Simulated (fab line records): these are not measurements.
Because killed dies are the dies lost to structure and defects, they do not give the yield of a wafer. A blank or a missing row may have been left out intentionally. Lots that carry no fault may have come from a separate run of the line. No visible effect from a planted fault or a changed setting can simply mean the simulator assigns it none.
Code-filled problem report in 8D (eight disciplines) form | flow sky130 | the parts of the form that need people (team, actions taken, sign-off) are left out

== 1. WHAT WENT WRONG ==
CAP2M_TIN_RS at SKY_CAP2M_RS_MEAS_03 reads a mean of 7.28 ohm/sq on 2 wafers of 2 lots; wafers without a fault read 6.91 ohm/sq with a standard deviation of 0.069. That is +5.3 standard deviations from the usual mean.
The step: measures by four-point-probe.
First seen on wafer L294.6, day 43 14:26, on film metro-04. The record has a number at this step for 30 wafers belonging to 10 lots. By rule, "out" or "out of limits" means more than 4 standard deviations away from the usual mean. All remaining wafers that have a number are taken as sound.

== 2. WHAT IT IS, WHAT IT ISN'T ==
question                    | is                           | is not
which readings at this step | CAP2M_TIN_RS                 | -
which lots                  | L294, L295                   | L282, L285, L287, L290, L291, L298, L302, L303
which wafers of those lots  | L294.6, L295.6               | L294.4, L294.5, L295.4, L295.5
read on which gauges        | film metro-02, film metro-04 | film metro-03
when                        | from day 43 14:26            | up to then (17 sound wafers); but 11 sound wafers of L295, L298, L302, L303 came after

== 3. THE SUSPECTS, EACH WITH WHAT RULES IT OUT ==
Counting: if a tool at a process step up to the reading ran every lot that is out, it stays a suspect. Sound lots after the first of them don't rule it out here, since some wafers of a struck lot are sound.
- ruled out: the gauge at SKY_CAP2M_RS_MEAS_03. 2 gauges (film metro-02, film metro-04) read the wafers that are out.
- pvd sputter-04 at SKY_METAL1_SPUTTER_01 (material TiN, target thk 20 nm, time 16.7 s): kept. It processed each lot that is out (first: L294, day 36 02:47); up to then, its last sound lot is L287 (day 33 20:02).
- pvd sputter-02 at SKY_CAP2M_SPUTTER_02 (material TiN, target thk 200 nm, time 166.7 s): kept. It processed each lot that is out (first: L294, day 43 14:19); up to then, its last sound lot is L291 (day 42 21:59).
What counting leaves: pvd sputter-04 at SKY_METAL1_SPUTTER_01 and pvd sputter-02 at SKY_CAP2M_SPUTTER_02.

== 4. THE CAUSE (what the simulator had put in) ==
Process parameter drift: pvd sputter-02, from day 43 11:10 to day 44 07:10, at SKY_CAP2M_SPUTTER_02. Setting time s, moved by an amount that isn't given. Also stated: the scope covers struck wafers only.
2 suspects survive the count, and this tool is in that group.

== 5. SEQUENCE OF EFFECTS, ordered by route ==
Rows list readings where the struck wafers' mean (over those with a number) sits beyond 3 standard deviations from the usual. Only readings for which the record gives a usual standard deviation are gone through. hours: the time from each lot's start at the first step in this table that gives one to its start at this step, as a median over the lots. sigmas: the change in usual standard deviations.
hours | step                    | reading        | usual       | on struck wafers | change | sigmas
0     | SKY_CAP2M_RS_MEAS_03    | CAP2M_TIN_RS   | 6.91 ohm/sq | 7.28             | +0.37  | +5.3
2     | SKY_CAP2M_THK_MEAS_04   | CAP2M_TIN_THK  | 199.9 nm    | 190.5            | -9.4   | -3.5
21    | SKY_CAP2M_METAL_ETCH_13 | oes product au | 0.941 a.u.  | 0.913            | -0.027 | -3.8
The process steps in it:
- SKY_CAP2M_METAL_ETCH_13: etches TiN in Cl2/BCl3, stops on SiO2, target depth 220 nm, time 62.9 s.

== 6. WHAT WOULD HAVE CAUGHT IT SOONER ==
In this record the first reading out of limits at a measuring or inspecting step was taken at day 43 14:26, 3 hours after the fault began at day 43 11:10.
An alarm limit of 4 standard deviations would not have fired on the tool readings at SKY_CAP2M_SPUTTER_02 for which the record gives a usual standard deviation, since none of them was out on any struck wafer.
Lots out: 2; of these, L295 started SKY_CAP2M_SPUTTER_02 on pvd sputter-02 after day 43 14:26. A hold on the tool at that time would have spared it.
